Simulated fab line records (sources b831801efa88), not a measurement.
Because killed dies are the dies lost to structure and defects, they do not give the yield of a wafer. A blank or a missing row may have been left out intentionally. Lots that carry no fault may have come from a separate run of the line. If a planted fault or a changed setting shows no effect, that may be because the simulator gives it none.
fab line records ; flow sky130
record: lots: 11; wafers: 32; last_day: 50
route steps=708 shown METAL1@450 VIA1@459 PAD_OPEN@708
lots that met no fault: taken from a fault-free run of the same line
start_h: hours from the record's opening day to when the first of the lot's shown wafers began ; wait_h: time in hours since the lot's previous step ; " the same as in the row above ; L1.1+2: a row that stands for several wafers ; - either no value or no given start ; * or withheld: withheld ; < > ~ a bound
route shown NAME@n: a module of which the file shows steps, and the number in the route of the first ; usual: mean/standard deviation of fault-free wafers ; same: alike in all rows ; chamber/n: place in a boat ; sites: each site's reading ; _std_site: the standard deviation of these ; _edge_site: inner sites' mean taken away from outer sites' mean ; radius_mm: how far each site lies from the wafer's centre ; mask NAME#n: copy n ; behind: tool/chamber where the wafer was last shaped ; hold: why the lot was held/for how many hours/how that ended ; device: transistor that didn't switch, given as n, p or np ; end of line: the route-end tests of the same wafers ; a step given without rows: its recipe and nothing more ; killed: dies that structure and defects cost at the first sort, which is not the same as the wafer's yield ; map: the dies of a wafer, with x for killed, . for not killed, _ for no die there
set.NAME: the setting the step ran with; set.NAME@STEP: the setting that earlier step ran with ; model.NAME: the simulator's own value behind a step, which no gauge read
a sample of lots followed through the steps of the route, with each step as a table and each wafer as a row
services: when a tool's chamber went out of use (start_h, in hours from the record's first day, below 0 if earlier), for how many hours, and the reason
== steps ==
step: SKY_METAL1_OVL_MEAS_16
usual: METAL1_OVL: -1/4.2
lot.wafer;tool;chamber;start_h;wait_h;METAL1_OVL[nm]
L310.1;overlay-01;-;774.56;0.1;-1
L310.2;overlay-01;-;774.56;0.1;-1
L310.6;overlay-01;-;774.56;0.1;-4
L311.1;overlay-01;-;783.96;0.1;2
L311.3;overlay-01;-;783.96;0.1;1
L311.4;overlay-01;-;783.96;0.1;1
L313.4;overlay-01;-;802.20;0.1;-1
L313.5;overlay-01;-;802.20;0.1;-9
L313.6;overlay-01;-;802.20;0.1;1
L314.3;overlay-01;-;815.95;0.1;-3
L314.6;overlay-01;-;815.95;0.1;1
L316.2;overlay-02;-;817.84;0.1;3
L316.3;overlay-02;-;817.84;0.1;8
L316.4;overlay-02;-;817.84;0.1;7
L319.1;overlay-02;-;851.94;0.1;-3
L319.4;overlay-02;-;851.94;0.1;2
L319.6;overlay-02;-;851.94;0.1;3
L325.2;overlay-01;-;891.92;0.1;-4
L325.4;overlay-01;-;891.92;0.1;0
L325.6;overlay-01;-;891.92;0.1;0
L326.1;overlay-02;-;896.30;0.1;-2
L326.4;overlay-02;-;896.30;0.1;-4
L326.5;overlay-02;-;896.30;0.1;-5
L327.1;overlay-01;-;905.44;0.1;1
L327.5;overlay-01;-;905.44;0.1;5
L327.6;overlay-01;-;905.44;0.1;8
L328.4;overlay-01;-;913.51;0.1;-2
L328.5;overlay-01;-;913.51;0.1;4
L328.6;overlay-01;-;913.51;0.1;-1
L330.2;overlay-01;-;929.56;0.1;0
L330.3;overlay-01;-;929.56;0.1;2
L330.6;overlay-01;-;929.56;0.1;1
step: SKY_VIA1_THK_MEAS_01
recipe: reads: SiO2_of_VIA1_HDPCVD_00
usual: VIA1_HDPCVD_THK: 1030/11
lot.wafer;tool;chamber;start_h;wait_h;VIA1_HDPCVD_THK[nm]
L310.1;film_metro-03;-;775.49;0.1;1033
L310.2;film_metro-03;-;775.49;0.1;1043
L310.6;film_metro-03;-;775.49;0.1;1038
L311.1;film_metro-04;-;784.88;0.1;1025
L311.3;film_metro-04;-;784.88;0.1;1034
L311.4;film_metro-04;-;784.88;0.1;1030
L313.4;film_metro-04;-;803.21;0.0;1023
L313.5;film_metro-04;-;803.21;0.0;1059
L313.6;film_metro-04;-;803.21;0.0;1045
L314.3;film_metro-04;-;816.89;0.1;1041
L314.6;film_metro-04;-;816.89;0.1;1037
L316.2;film_metro-04;-;818.77;0.1;1052
L316.3;film_metro-04;-;818.77;0.1;1033
L316.4;film_metro-04;-;818.77;0.1;1056
L319.1;film_metro-01;-;853.20;0.1;1032
L319.4;film_metro-01;-;853.20;0.1;1037
L319.6;film_metro-01;-;853.20;0.1;1043
L325.2;film_metro-03;-;892.87;0.1;1019
L325.4;film_metro-03;-;892.87;0.1;1023
L325.6;film_metro-03;-;892.87;0.1;1035
L326.1;film_metro-03;-;897.24;0.1;1026
L326.4;film_metro-03;-;897.24;0.1;1022
L326.5;film_metro-03;-;897.24;0.1;1022
L327.1;film_metro-03;-;906.36;0.1;1017
L327.5;film_metro-03;-;906.36;0.1;1024
L327.6;film_metro-03;-;906.36;0.1;1024
L328.4;film_metro-04;-;914.48;0.0;1016
L328.5;film_metro-04;-;914.48;0.0;1023
L328.6;film_metro-04;-;914.48;0.0;1016
L330.2;film_metro-03;-;930.50;0.1;1035
L330.3;film_metro-03;-;930.50;0.1;1017
L330.6;film_metro-03;-;930.50;0.1;1044
step: SKY_VIA1_BOW_MEAS_03
recipe: mode: bow
usual: VIA1_BOW: 80/6.5
lot.wafer;tool;chamber;start_h;wait_h;VIA1_BOW[um]
L310.1;film_metro-01;-;775.85;0.1;80
L310.2;film_metro-01;-;775.85;0.1;89
L310.6;film_metro-01;-;775.85;0.1;88
L311.1;film_metro-01;-;785.24;0.2;87
L311.3;film_metro-01;-;785.24;0.2;81
L311.4;film_metro-01;-;785.24;0.2;83
L313.4;film_metro-03;-;803.60;0.2;74
L313.5;film_metro-03;-;803.60;0.2;83
L313.6;film_metro-03;-;803.60;0.2;83
L314.3;film_metro-04;-;817.27;0.1;78
L314.6;film_metro-04;-;817.27;0.1;95
L316.2;film_metro-01;-;819.14;0.2;60
L316.3;film_metro-01;-;819.14;0.2;78
L316.4;film_metro-01;-;819.14;0.2;81
L319.1;film_metro-04;-;853.56;0.1;87
L319.4;film_metro-04;-;853.56;0.1;80
L319.6;film_metro-04;-;853.56;0.1;81
L325.2;film_metro-04;-;893.29;0.2;90
L325.4;film_metro-04;-;893.29;0.2;83
L325.6;film_metro-04;-;893.29;0.2;75
L326.1;film_metro-04;-;897.60;0.2;74
L326.4;film_metro-04;-;897.60;0.2;76
L326.5;film_metro-04;-;897.60;0.2;69
L327.1;film_metro-04;-;906.72;0.2;78
L327.5;film_metro-04;-;906.72;0.2;70
L327.6;film_metro-04;-;906.72;0.2;74
L328.4;film_metro-01;-;914.92;0.2;81
L328.5;film_metro-01;-;914.92;0.2;87
L328.6;film_metro-01;-;914.92;0.2;85
L330.2;film_metro-01;-;930.87;0.2;78
L330.3;film_metro-01;-;930.87;0.2;79
L330.6;film_metro-01;-;930.87;0.2;79
step: SKY_VIA1_CVD_21
recipe: material: W; target_thk_nm: 270; time_s: 80.902; temp_c: 400; pressure_torr: 40
usual: heater_power_outer_w: 491/16; heater_power_w: 797/35
lot.wafer;tool;chamber;start_h;wait_h;heater_power_outer_w;heater_power_w
L310.1;cvd_w-01;0;803.65;0.0;463;753
L310.2;cvd_w-01;1;803.65;0.0;483;778
L310.6;cvd_w-01;0;803.65;0.0;478;739
L311.1;cvd_w-02;0;812.68;0.0;484;822
L311.3;cvd_w-02;0;812.68;0.0;480;800
L311.4;cvd_w-02;1;812.68;0.0;518;837
L313.4;cvd_w-01;1;830.80;0.1;480;807
L313.5;cvd_w-01;1;830.80;0.1;493;815
L313.6;cvd_w-01;0;830.80;0.1;468;756
L314.3;cvd_w-01;1;844.01;0.1;479;795
L314.6;cvd_w-01;1;844.01;0.1;488;790
L316.2;cvd_w-01;1;846.77;0.0;495;809
L316.3;cvd_w-01;0;846.77;0.0;475;744
L316.4;cvd_w-01;1;846.77;0.0;504;777
L319.1;cvd_w-02;0;880.92;0.0;492;818
L319.4;cvd_w-02;0;880.92;0.0;481;796
L319.6;cvd_w-02;1;880.92;0.0;512;821
L325.2;cvd_w-01;0;919.42;0.0;478;766
L325.4;cvd_w-01;0;919.42;0.0;468;720
L325.6;cvd_w-01;1;919.42;0.0;488;785
L326.1;cvd_w-02;0;923.33;0.0;470;838
L326.4;cvd_w-02;1;923.33;0.0;516;841
L326.5;cvd_w-02;0;923.33;0.0;480;833
L327.1;cvd_w-01;1;932.43;0.0;496;784
L327.5;cvd_w-01;0;932.43;0.0;483;737
L327.6;cvd_w-01;1;932.43;0.0;490;793
L328.4;cvd_w-02;0;940.71;0.0;474;804
L328.5;cvd_w-02;0;940.71;0.0;479;827
L328.6;cvd_w-02;1;940.71;0.0;521;826
L330.2;cvd_w-01;0;957.28;0.0;473;737
L330.3;cvd_w-01;0;957.28;0.0;482;728
L330.6;cvd_w-01;1;957.28;0.0;489;789
step: SKY_VIA1_RS_MEAS_22
recipe: thk_meas_gauge: four-point-probe; reads: W_of_VIA1_CVD_21+TiN_of_VIA1_SPUTTER_20
usual: VIA1_W_RS: 0.423/0.006
lot.wafer;tool;chamber;start_h;wait_h;VIA1_W_RS[ohm/sq]
L310.1;film_metro-04;-;803.75;0.1;0.422
L310.2;film_metro-04;-;803.75;0.1;0.422
L310.6;film_metro-04;-;803.75;0.1;0.423
L311.1;film_metro-01;-;812.77;0.1;0.428
L311.3;film_metro-01;-;812.77;0.1;0.424
L311.4;film_metro-01;-;812.77;0.1;0.418
L313.4;film_metro-01;-;830.92;0.1;0.430
L313.5;film_metro-01;-;830.92;0.1;0.429
L313.6;film_metro-01;-;830.92;0.1;0.423
L314.3;film_metro-03;-;844.11;0.1;0.246
L314.6;film_metro-03;-;844.11;0.1;0.245
L316.2;film_metro-01;-;846.89;0.1;0.245
L316.3;film_metro-01;-;846.89;0.1;0.245
L316.4;film_metro-01;-;846.89;0.1;0.246
L319.1;film_metro-04;-;881.01;0.1;0.428
L319.4;film_metro-04;-;881.01;0.1;0.427
L319.6;film_metro-04;-;881.01;0.1;0.418
L325.2;film_metro-03;-;919.53;0.1;0.426
L325.4;film_metro-03;-;919.53;0.1;0.428
L325.6;film_metro-03;-;919.53;0.1;0.427
L326.1;film_metro-04;-;923.42;0.1;0.426
L326.4;film_metro-04;-;923.42;0.1;0.418
L326.5;film_metro-04;-;923.42;0.1;0.426
L327.1;film_metro-01;-;932.52;0.1;0.423
L327.5;film_metro-01;-;932.52;0.1;0.427
L327.6;film_metro-01;-;932.52;0.1;0.428
L328.4;film_metro-04;-;940.83;0.1;0.415
L328.5;film_metro-04;-;940.83;0.1;0.417
L328.6;film_metro-04;-;940.83;0.1;0.407
L330.2;film_metro-04;-;957.40;0.1;0.430
L330.3;film_metro-04;-;957.40;0.1;0.429
L330.6;film_metro-04;-;957.40;0.1;0.420
step: SKY_VIA1_THK_MEAS_23
recipe: thk_meas_gauge: xrf; reads: W_of_VIA1_CVD_21
usual: VIA1_W_THK: 269/4.4
lot.wafer;tool;chamber;start_h;wait_h;VIA1_W_THK[nm]
L310.1;film_metro-04;-;803.87;0.1;270
L310.2;film_metro-04;-;803.87;0.1;269
L310.6;film_metro-04;-;803.87;0.1;270
L311.1;film_metro-01;-;812.89;0.1;266
L311.3;film_metro-01;-;812.89;0.1;268
L311.4;film_metro-01;-;812.89;0.1;273
L313.4;film_metro-01;-;831.01;0.1;263
L313.5;film_metro-01;-;831.01;0.1;263
L313.6;film_metro-01;-;831.01;0.1;267
L314.3;film_metro-03;-;844.21;0.1;458
L314.6;film_metro-03;-;844.21;0.1;458
L316.2;film_metro-01;-;847.00;0.1;462
L316.3;film_metro-01;-;847.00;0.1;464
L316.4;film_metro-01;-;847.00;0.1;460
L319.1;film_metro-04;-;881.13;0.1;265
L319.4;film_metro-04;-;881.13;0.1;266
L319.6;film_metro-04;-;881.13;0.1;271
L325.2;film_metro-03;-;919.64;0.1;267
L325.4;film_metro-03;-;919.64;0.1;268
L325.6;film_metro-03;-;919.64;0.1;267
L326.1;film_metro-04;-;923.54;0.1;268
L326.4;film_metro-04;-;923.54;0.1;273
L326.5;film_metro-04;-;923.54;0.1;267
L327.1;film_metro-01;-;932.64;0.1;272
L327.5;film_metro-01;-;932.64;0.1;268
L327.6;film_metro-01;-;932.64;0.1;264
L328.4;film_metro-04;-;940.92;0.1;273
L328.5;film_metro-04;-;940.92;0.1;272
L328.6;film_metro-04;-;940.92;0.1;279
L330.2;film_metro-04;-;957.51;0.1;264
L330.3;film_metro-04;-;957.51;0.1;264
L330.6;film_metro-04;-;957.51;0.1;270
step: SKY_VIA1_CMP_24
recipe: stop_on: SiO2; t_overpolish_s: 15; down_force_psi: 3.5; platen_rpm: 60; target_thk_nm: 0; pad_velocity_m_s: 0.94248
usual: motor_current_A: 11.5/1.1; slurry_filter_dp_kPa: 13.49/0.14; slurry_flow_ml_min: 150.0/0.44; time_to_endpoint_s: 67/3.8
lot.wafer;tool;chamber;start_h;wait_h;motor_current_A;slurry_filter_dp_kPa;slurry_flow_ml_min;time_to_endpoint_s
L310.1;cmp-02;3;804.03;0.1;12.2;13.45;150.5;69
L310.2;cmp-02;0;804.03;0.1;10.5;13.41;150.7;68
L310.6;cmp-02;1;804.03;0.1;12.4;13.58;150.7;64
L311.4;cmp-02;1;812.95;0.0;12.7;13.69;149.3;63
L311.1;cmp-02;2;812.95;0.0;11.6;13.51;150.9;65
L311.3;cmp-02;3;812.95;0.0;12.4;13.55;150.7;64
L313.4;cmp-02;1;831.04;0.0;12.6;13.55;149.9;61
L313.6;cmp-02;1;831.04;0.0;12.7;13.27;150.3;62
L313.5;cmp-02;2;831.04;0.0;12.4;13.47;149.9;65
L314.3;cmp-01;0;844.33;0.1;11.7;13.67;150.5;113
L314.6;cmp-01;1;844.33;0.1;10.7;13.43;149.9;115
L316.2;cmp-01;1;847.05;0.0;10.0;13.62;150.4;112
L316.4;cmp-01;3;847.05;0.0;11.2;13.56;150.5;123
L316.3;cmp-01;0;847.05;0.0;11.6;13.70;150.0;116
L319.4;cmp-02;2;881.24;0.1;12.7;13.35;149.5;70
L319.1;cmp-02;3;881.24;0.1;11.9;13.35;150.2;67
L319.6;cmp-02;1;881.24;0.1;12.3;13.55;150.0;64
L325.2;cmp-02;3;919.74;0.1;12.1;13.61;150.0;69
L325.4;cmp-02;0;919.74;0.1;9.9;13.47;149.9;67
L325.6;cmp-02;3;919.74;0.1;12.0;13.62;150.4;66
L326.4;cmp-02;0;923.60;0.0;9.9;13.40;149.6;71
L326.1;cmp-02;3;923.60;0.0;11.8;13.44;150.3;68
L326.5;cmp-02;1;923.60;0.0;12.9;13.49;149.4;67
L327.1;cmp-01;3;932.75;0.1;11.2;13.50;150.1;75
L327.6;cmp-01;2;932.75;0.1;10.8;13.56;149.5;66
L327.5;cmp-01;3;932.75;0.1;11.4;13.58;150.1;72
L328.4;cmp-02;0;941.00;0.1;9.9;13.67;150.3;65
L328.6;cmp-02;0;941.00;0.1;9.8;13.34;150.5;65
L328.5;cmp-02;1;941.00;0.1;13.0;13.35;149.8;63
L330.3;cmp-02;0;957.56;0.0;9.7;13.35;150.2;66
L330.2;cmp-02;2;957.56;0.0;12.4;13.40;149.9;62
L330.6;cmp-02;0;957.56;0.0;9.8;13.42;150.0;68
step: SKY_PAD_OPEN_PROBE_99
usual: defect_limited_yield: 82.3/2.1; killed_at_M0_to_M3: 44/7.3; killed_at_M4_up: 3.3/1.8; killed_at_contacts: 24/5.3; killed_at_front_end: 16/5; killed_at_other: 0.2/0.51; killed_dies: 87/10; killed_open: 47/7.5; killed_short: 40/6.3; sort_bin_3_pad_short: 0.9/0.41; sort_bin_5_function: 10.5/1.6; sort_bin_6_memory: 6.3/1.2; sort_n_pass: 405/10; sort_yield_pct: 82.3/2.1
same: gross_dies: 492; killed_at_back_side: 0; sort_bin_4_leakage[%]: 0; sort_bin_8_speed[%]: 0
lot.wafer;tool;chamber;start_h;wait_h;defect_limited_yield[%];killed_at_M0_to_M3;killed_at_M4_up;killed_at_contacts;killed_at_front_end;killed_at_other;killed_dies;killed_open;killed_short;sort_bin_3_pad_short[%];sort_bin_5_function[%];sort_bin_6_memory[%];sort_n_pass;sort_yield_pct[%]
L314.3;prober-01;-;1119.45;0.2;81.9;35;2;24;28;0;89;47;39;0.8;11.0;6.3;403;81.9
L314.6;prober-01;-;1119.60;0.2;83.9;35;3;26;14;1;79;32;47;0.8;8.3;6.9;413;83.9
L316.2;prober-02;-;1120.45;0.1;80.5;41;1;30;23;1;96;57;39;1.0;10.8;7.7;396;80.5
L316.3;prober-02;-;1120.50;0.2;80.9;43;7;25;19;0;94;54;40;0.6;12.2;6.3;398;80.9
L316.4;prober-02;-;1120.55;0.2;81.5;53;2;18;18;0;91;58;33;0.6;11.4;6.5;401;81.5
L326.1;prober-01;-;1177.75;0.1;84.6;44;4;16;12;0;76;38;38;1.0;9.1;5.3;416;84.6
L326.4;prober-01;-;1177.90;0.2;80.7;57;3;27;8;0;95;54;41;1.4;8.5;9.3;397;80.7
L326.5;prober-01;-;1177.95;0.2;81.1;42;5;25;21;0;93;54;39;0.6;12.4;5.9;399;81.1
L330.2;prober-01;-;1199.94;0.1;81.7;52;0;20;18;0;90;41;49;1.4;9.6;7.3;402;81.7
L330.3;prober-01;-;1199.99;0.2;83.1;49;4;16;14;0;83;48;35;1.2;8.5;7.1;409;83.1
L330.6;prober-01;-;1200.14;0.2;85.6;39;1;25;5;1;71;35;36;0.2;8.3;5.9;421;85.6
killed by level:class
L314.3 VIA1:geometric_particle:open=9 POLY_GATE:geometric_particle:open=7 VIA3:geometric_particle:open=7 CONTACT:geometric_particle:open=7 METAL1:geometric_particle:short=7 CONTACT:geometric_particle:short=6 LI_CONTACT:geometric_particle:open=5 METAL2:geometric_particle:short=5
L314.6 LOCAL_INTERCONNECT:geometric_particle:short=8 VIA1:geometric_particle:short=8 LI_CONTACT:geometric_particle:open=7 VIA1:geometric_particle:open=6 FIELD_ISO:geometric_particle:short=5 CONTACT:geometric_particle:open=5 METAL2:geometric_particle:short=4 VIA2:geometric_particle:open=4
L316.2 CONTACT:geometric_particle:open=13 VIA3:geometric_particle:open=12 VIA1:geometric_particle:open=10 FIELD_ISO:geometric_particle:open=7 VIA1:geometric_particle:short=7 CONTACT:geometric_particle:short=5 FIELD_ISO:geometric_particle:short=4 POLY_GATE:geometric_particle:open=4
L316.3 VIA1:geometric_particle:open=15 LI_CONTACT:geometric_particle:open=8 CONTACT:geometric_particle:open=7 CONTACT:geometric_particle:short=7 FIELD_ISO:geometric_particle:short=5 METAL2:geometric_particle:short=5 VIA3:geometric_particle:open=5 POLY_GATE:geometric_particle:short=4
L316.4 VIA1:geometric_particle:open=15 FIELD_ISO:geometric_particle:open=10 CONTACT:geometric_particle:open=10 VIA3:geometric_particle:open=9 VIA2:geometric_particle:short=6 METAL1:geometric_particle:short=5 METAL2:geometric_particle:short=5 VIA2:geometric_particle:open=5
L326.1 VIA1:geometric_particle:open=12 CONTACT:geometric_particle:open=8 METAL1:geometric_particle:short=8 METAL2:geometric_particle:short=7 LI_CONTACT:geometric_particle:open=4 METAL4:geometric_particle:short=4 FIELD_ISO:geometric_particle:short=3 SPACER:geometric_particle:open=3
L326.4 VIA1:geometric_particle:open=12 VIA3:geometric_particle:open=12 METAL1:geometric_particle:short=10 CONTACT:geometric_particle:open=9 LI_CONTACT:geometric_particle:open=8 VIA2:geometric_particle:open=6 METAL2:geometric_particle:short=5 VIA2:geometric_particle:short=5
L326.5 VIA1:geometric_particle:open=15 CONTACT:geometric_particle:open=14 METAL1:geometric_particle:short=8 POLY_GATE:geometric_particle:short=7 METAL4:geometric_particle:short=5 POLY_GATE:geometric_particle:open=4 VIA2:geometric_particle:open=4 VIA3:geometric_particle:open=4
L330.2 METAL1:geometric_particle:short=11 VIA1:geometric_particle:open=9 METAL2:geometric_particle:short=8 LI_CONTACT:geometric_particle:open=7 VIA3:geometric_particle:open=7 FIELD_ISO:geometric_particle:short=5 VIA3:geometric_particle:short=5 POLY_GATE:geometric_particle:open=4
L330.3 VIA3:geometric_particle:open=10 CONTACT:geometric_particle:open=8 VIA1:geometric_particle:open=8 METAL1:geometric_particle:short=7 VIA2:geometric_particle:open=6 VIA1:geometric_particle:short=5 POLY_GATE:geometric_particle:short=4 POLY_GATE:geometric_particle:open=4
L330.6 LI_CONTACT:geometric_particle:open=8 VIA1:geometric_particle:open=8 CONTACT:geometric_particle:short=6 METAL1:geometric_particle:short=6 VIA3:geometric_particle:open=6 VIA3:geometric_particle:short=5 LOCAL_INTERCONNECT:geometric_particle:short=4 CONTACT:geometric_particle:open=4
== services ==
tool;chamber;start_h;hours;kind
cmp-01;-;805.76;1.3;repair
cmp-02;-;832.83;4.5;repair
cmp-02;-;837.77;9.1;pm
cvd_w-01;1;848.64;2.8;repair
cvd_w-02;-;849.73;6.9;pm
cmp-01;-;857.19;9.5;pm
cvd_w-02;-;885.24;2.8;pm
cvd_w-01;-;904.00;14.0;pm
cvd_w-01;0;904.00;14.0;vent_cycle
cvd_w-01;1;904.00;14.0;vent_cycle
cmp-01;-;914.30;7.6;pm
cvd_w-02;-;916.70;1.4;repair
cvd_w-01;0;918.00;-;clean
cvd_w-01;1;918.00;-;clean
cmp-01;-;921.89;4.0;pm
cmp-01;-;925.89;-;consumable_replace:conditioner
cmp-01;-;925.89;-;consumable_replace:pad
cmp-02;-;931.82;4.7;repair
cvd_w-01;-;932.55;1.4;repair
== key ==
first_sign: step: SKY_VIA1_RS_MEAS_22; reading: VIA1_W_RS; direction: down; sigmas: 29; usual: 0.423; struck: 0.245
effect: step: SKY_VIA1_THK_MEAS_23; reading: VIA1_W_THK; direction: up; sigmas: 43; usual: 269; struck: 461
effect: step: SKY_VIA1_CMP_24; reading: time_to_endpoint_s; direction: up; sigmas: 13; usual: *; struck: *
met_at SKY_VIA1_CVD_21
struck_lots L314,L316
not_acting_at SKY_METAL1_OVL_MEAS_16,SKY_VIA1_THK_MEAS_01,SKY_VIA1_BOW_MEAS_03
onset_between 830.80 844.01
fault: kind: process_parameter_drift; tool: cvd_w-01; chamber: -; onset_h: 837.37; steps: SKY_VIA1_CVD_21; channel: target_thk_nm; offset: 192.91; shape: step; end_h: 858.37; acts_in: these_recipes_only; stated: 270
